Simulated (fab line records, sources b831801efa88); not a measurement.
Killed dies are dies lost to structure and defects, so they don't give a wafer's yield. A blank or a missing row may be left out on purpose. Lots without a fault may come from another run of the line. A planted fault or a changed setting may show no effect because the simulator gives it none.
A struck lot beside a sound one | flow sky130 | 15 steps out of a route of 708
Sound: wafers L646.1, L646.2, L646.3. Struck: wafers L649.2, L649.5, L649.6. The cause comes at the end.
At each step with rows: each side's tool, then ch and its chambers, then its first start. Under that, the readings that differ: sound wafers | struck wafers | difference of the means | sigmas: that difference in standard deviations of wafers without a fault.
alike: readings whose means differ by less than 2 such deviations, and words and numbers that are the same on both sides. not compared: withheld readings, readings that some wafer has no value for, bounds like >300 that may hide the same value, and numbers for which the record gives no deviation and whose values overlap.
The two part at a step that has a row with sigmas, a row that says differs or no value, or rows on one side only. Numbers that don't overlap but have no deviation are shown without sigmas and don't part them. A reading that every wafer of one side lacks parts them only if that side has two wafers or more.

SKY_METAL2_STRIP_20: strips in O2/N2.
  sound on plasma_asher-03 ch 0,1, day 38 11:41; struck on plasma_asher-03 ch 0,1, day 39 03:34
  alike: drypump_motor_current_A, oes_product_au, strip_time_to_endpoint_s
  not compared: rf_hours_counter_h
then, 4 steps without rows for these wafers: SKY_METAL2_STRIP_21 (strips in post etch residue remover, time 1200 s); SKY_METAL2_CLEAN_22 (cleans in IPA, time 180 s); SKY_METAL2_CLEAN_23 (cleans in O3/DIW); SKY_VIA2_HDPCVD_00 (deposits SiO2, target thk 1180 nm, time 203.1 s).
SKY_VIA2_THK_MEAS_01:
  sound on film_metro-04, day 38 12:24; struck on film_metro-01, day 39 04:21
  alike: VIA2_HDPCVD_THK
SKY_VIA2_CMP_02: polishes SiO2.
  sound on cmp-02 ch 1,2,3, day 38 12:31; struck on cmp-02 ch 0,2,3, day 39 04:33
  alike: motor_current_A, platen_rpm
SKY_VIA2_BOW_MEAS_03:
  sound on film_metro-04, day 38 12:46; struck on film_metro-04, day 39 04:43
  alike: VIA2_BOW
then, 4 steps without rows for these wafers: SKY_VIA2_DEHYDRATE_04 (time 60 s); SKY_VIA2_HMDS_05 (prime time 60 s); SKY_VIA2_COAT_06 (resist thk 60 nm); SKY_VIA2_COAT_07 (resist thk 450 nm).
SKY_VIA2_SOFTBAKE_08: time 90 s.
  sound on litho_track-04 ch 0, day 39 01:00; struck on litho_track-04 ch 0, day 39 16:00
  reading                  | sound                | struck            | difference | sigmas
  heater_power_total_W (W) | 57.27 57.44 57.29    | 69.61 69.53 69.61 | +12.25     | +99 or more
  run_length_s (s)         | 119.10 119.06 119.11 | 79.23 79.41 79.12 | -39.84     | -99 or more
then, 1 step without rows for these wafers: SKY_VIA2_EXPOSE_09 (exposes mask VIM2, target cd 200 nm).
-- the record jumps here: 9 days lie between the struck wafers' starts before and after (it left off in module VIA2 and takes up again in module PAD_OPEN, whose first step shown is number 708 of the route) --
SKY_PAD_OPEN_PROBE_99:
  sound on prober-01, day 48 11:32; struck on prober-02, day 48 21:34
  reading             | sound   | struck   | difference | sigmas
  killed_at_front_end | 10 14 8 | 24 19 18 | +10        | +2
  alike: defect_limited_yield, killed_at_M0_to_M3, killed_at_M4_up, killed_at_contacts, killed_at_other, killed_dies, killed_open, killed_short, sort_bin_3_pad_short, sort_bin_5_function, sort_bin_6_memory, sort_n_pass, sort_yield_pct

WHERE THEY PART
First at SKY_VIA2_SOFTBAKE_08; last, within this record, at SKY_PAD_OPEN_PROBE_99.

WHY: what the simulator had put in
Process parameter drift: litho_track-04, from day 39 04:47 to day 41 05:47, at SKY_VIA2_SOFTBAKE_08. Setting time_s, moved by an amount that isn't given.
